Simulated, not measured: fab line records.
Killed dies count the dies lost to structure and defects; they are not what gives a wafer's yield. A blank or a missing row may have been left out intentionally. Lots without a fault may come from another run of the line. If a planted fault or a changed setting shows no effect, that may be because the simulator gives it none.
What tool caused it? -- flow gf180mcu -- 13 lots with 39 wafers sampled at 3 steps, on a route of 602 steps

WHAT THE GAUGES READ, wafer by wafer
GF_NSD_CD_MEAS_07: the cd target is 400 nm. Usual: cd-nm reads 400.2 nm (standard deviation 2.1).
lot,measured,on,cd-nm (nm),flag
L825,day 13 06:03,cd-sem-02,398.6 397.2 398.9,
L826,day 13 15:07,cd-sem-01,398.6 401.0 399.3,
L827,day 13 23:16,cd-sem-01,400.3 400.6 398.3,
L828,day 14 11:00,cd-sem-01,401.4 399.1 398.3,
L831,day 15 07:40,cd-sem-01,408.4 405.4 406.1,OFF
L834,day 16 09:19,cd-sem-02,398.8 401.0 401.6,
L835,day 16 20:06,cd-sem-01,407.2 407.2 405.7,OFF
L840,day 18 12:18,cd-sem-01,401.4 399.9 398.6,
L842,day 19 06:20,cd-sem-02,399.0 400.9 399.8,
L843,day 19 19:31,cd-sem-01,402.3 403.4 402.7,
L845,day 20 03:43,cd-sem-02,399.5 400.0 400.1,
L846,day 20 14:45,cd-sem-02,399.5 402.5 398.9,
L848,day 21 06:05,cd-sem-02,403.8 401.9 401.4,

GF_M1_RS_MEAS_05: the measuring method here is four-point-probe. Usual: M1_ALCU_RS 0.0696 ohm/sq, standard deviation 0.00066.
lot,measured,on,M1_ALCU_RS (ohm/sq),flag
L825,day 16 00:49,film-metro-02,0.0694 0.0700 0.0691,
L826,day 16 11:03,film-metro-01,0.0701 0.0704 0.0703,
L827,day 16 21:01,film-metro-03,0.0687 0.0685 0.0681,
L828,day 17 09:01,film-metro-03,0.0700 0.0693 0.0698,
L831,day 18 07:40,film-metro-01,0.0701 0.0694 0.0694,
L834,day 19 12:43,film-metro-01,0.0714 0.0706 0.0712,
L835,day 19 23:10,film-metro-02,0.0696 0.0700 0.0694,
L840,day 21 18:09,film-metro-02,0.0700 0.0689 0.0687,
L842,day 22 10:32,film-metro-02,0.0697 0.0685 0.0691,
L843,day 22 23:17,film-metro-03,0.0696 0.0692 0.0698,
L845,day 23 07:52,film-metro-03,0.0694 0.0693 0.0699,
L846,day 23 17:46,film-metro-01,0.0696 0.0702 0.0701,
L848,day 24 06:58,film-metro-03,0.0709 0.0714 0.0709,

WHAT TOOL EACH LOT RAN ON (gives the tool, then ch and the chambers of the sampled wafers, and finally the start)
lot,GF_NSD_DEVELOP_06
L825,"litho-track-03 ch 0, day 13 05:54"
L826,"litho-track-03 ch 0, day 13 14:59"
L827,"litho-track-03 ch 0, day 13 23:08"
L828,"litho-track-01 ch 0, day 14 10:51"
L831,"litho-track-01 ch 0, day 15 07:32"
L834,"litho-track-03 ch 0, day 16 09:11"
L835,"litho-track-01 ch 0, day 16 19:57"
L840,"litho-track-03 ch 0, day 18 12:09"
L842,"litho-track-01 ch 0, day 19 06:12"
L843,"litho-track-03 ch 0, day 19 19:23"
L845,"litho-track-01 ch 0, day 20 03:35"
L846,"litho-track-01 ch 0, day 20 14:36"
L848,"litho-track-04 ch 0, day 21 05:56"
- GF_NSD_DEVELOP_06: develop time 60 s.

WHAT THE TOOLS THEMSELVES READ (means of the sampled wafers that have a number; where no wafer has one, the mark that the record gives instead)
GF_NSD_DEVELOP_06. Usual: developer-temp-C reads 23.02 C (standard deviation 0.1).
lot,tool,developer-temp-C (C),flag
L825,litho-track-03,23.07,
L826,litho-track-03,23.11,
L827,litho-track-03,22.97,
L828,litho-track-01,23.11,
L831,litho-track-01,23.00,
L834,litho-track-03,23.02,
L835,litho-track-01,22.96,
L840,litho-track-03,23.03,
L842,litho-track-01,23.17,
L843,litho-track-03,23.04,
L845,litho-track-01,22.98,
L846,litho-track-01,22.97,
L848,litho-track-04,22.92,

THE ANSWER, worked out from the rows above alone
Rule: take the mean of a lot's wafers that have a number; if it is more than 3 standard deviations from the usual mean, the lot is off. A lot without any number at a reading at which 4 lots or more have one is off too. All remaining lots with rows at the step are treated as sound. First the gauges in route order, then the tools' own readings, where a lot's mean is used as printed above. The first step at which some lot is off is used, and at that step the reading that is off furthest; a lot without a number counts as furthest.
Off: L831, L835 (GF_NSD_CD_MEAS_07, cd-nm).
A tool fits if, at a process step before that reading, it ran every lot that is off, and no sound lot after the first of them. The gauges at GF_NSD_CD_MEAS_07 are tried like those tools. Of those tried, none fits.

WHAT THE SIMULATOR PUT IN
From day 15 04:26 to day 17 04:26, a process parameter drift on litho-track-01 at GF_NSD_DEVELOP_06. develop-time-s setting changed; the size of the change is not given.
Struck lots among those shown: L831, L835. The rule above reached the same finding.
